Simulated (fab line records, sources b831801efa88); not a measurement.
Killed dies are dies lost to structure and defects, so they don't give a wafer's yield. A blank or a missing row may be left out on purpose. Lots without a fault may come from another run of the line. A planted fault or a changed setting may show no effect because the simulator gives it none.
Which tool did it? | flow sfq_line | 14 lots, 42 wafers sampled, at 1 step of a route of 325

WHAT THE GAUGES READ, wafer by wafer
The record holds no reading of a measuring or inspecting step that can be judged against a usual standard deviation.

WHICH TOOL RAN EACH LOT (tool, then ch and the chambers of the sampled wafers, then the start)
lot  | SFQ_TRILAYER_M6_STRIP_STRIP_163
L345 | rie_metal-03 ch 0,1, day 77 13:47
L346 | rie_metal-02 ch 0,1, day 77 16:11
L347 | rie_metal-03 ch 0,1, day 77 18:35
L348 | rie_metal-02 ch 0,1, day 77 19:47
L349 | rie_metal-01 ch 0,1, day 77 21:11
L353 | rie_metal-01 ch 0,1, day 79 00:44
L354 | rie_metal-01 ch 0,1, day 79 05:41
L362 | rie_metal-02 ch 1, day 82 20:17
L363 | rie_metal-03 ch 0,1, day 82 20:54
L364 | rie_metal-01 ch 0,1, day 82 23:18
L365 | rie_metal-01 ch 0,1, day 84 20:51
L366 | rie_metal-01 ch 0,1, day 86 06:34
L367 | rie_metal-03 ch 0,1, day 86 07:40
L368 | rie_metal-03 ch 0,1, day 86 10:04
- SFQ_TRILAYER_M6_STRIP_STRIP_163: strips in O2.

WHAT THE TOOLS THEMSELVES READ (means of the sampled wafers that have a number; where no wafer has one, the mark that the record gives instead)
SFQ_TRILAYER_M6_STRIP_STRIP_163.
lot  | tool         | drypump_motor_current_A (A) | he_backside_leak_sccm (sccm) | oes_product_au (a.u.)
L345 | rie_metal-03 | 5.3                         | 3.70                         | 0.994
L346 | rie_metal-02 | 6.2                         | 3.74                         | 1.001
L347 | rie_metal-03 | 5.3                         | 3.59                         | 0.996
L348 | rie_metal-02 | 6.1                         | 3.91                         | 1.004
L349 | rie_metal-01 | 5.6                         | 3.60                         | 0.997
L353 | rie_metal-01 | 5.7                         | 3.54                         | 1.002
L354 | rie_metal-01 | 5.6                         | 3.41                         | 0.996
L362 | rie_metal-02 | 6.3                         | 3.75                         | 1.004
L363 | rie_metal-03 | 5.3                         | 3.66                         | 0.999
L364 | rie_metal-01 | 5.5                         | 3.37                         | 1.004
L365 | rie_metal-01 | 5.6                         | 3.45                         | 0.992
L366 | rie_metal-01 | 5.6                         | 3.44                         | 0.995
L367 | rie_metal-03 | 5.1                         | 3.75                         | 0.993
L368 | rie_metal-03 | 5.0                         | 3.58                         | 0.992

THE ANSWER, worked out from the rows above alone
Rule: what is usual is taken from the lots themselves. Put in order of their means at a reading, lots are off if they are a third of the lots or fewer, leave a main group of 4 or more, and stand apart from it by a gap of 3 or more times the standard deviation of the main group's means; of several such gaps the widest counts. A main group whose means are all the same, to the digits that the tables above print for the reading, isn't used. A lot without any number at a reading at which 4 lots or more have one is off too. The other lots that the step has rows for count as sound. The gauges are gone through in route order, then the tools' own readings, and for those a lot's mean is taken as printed above. The first step at which some lot is off is used, and at that step the reading that is off furthest; a lot without a number counts as furthest.
No lot is off at any reading shown: from this, nothing can be told.

WHAT THE SIMULATOR HAD PUT IN
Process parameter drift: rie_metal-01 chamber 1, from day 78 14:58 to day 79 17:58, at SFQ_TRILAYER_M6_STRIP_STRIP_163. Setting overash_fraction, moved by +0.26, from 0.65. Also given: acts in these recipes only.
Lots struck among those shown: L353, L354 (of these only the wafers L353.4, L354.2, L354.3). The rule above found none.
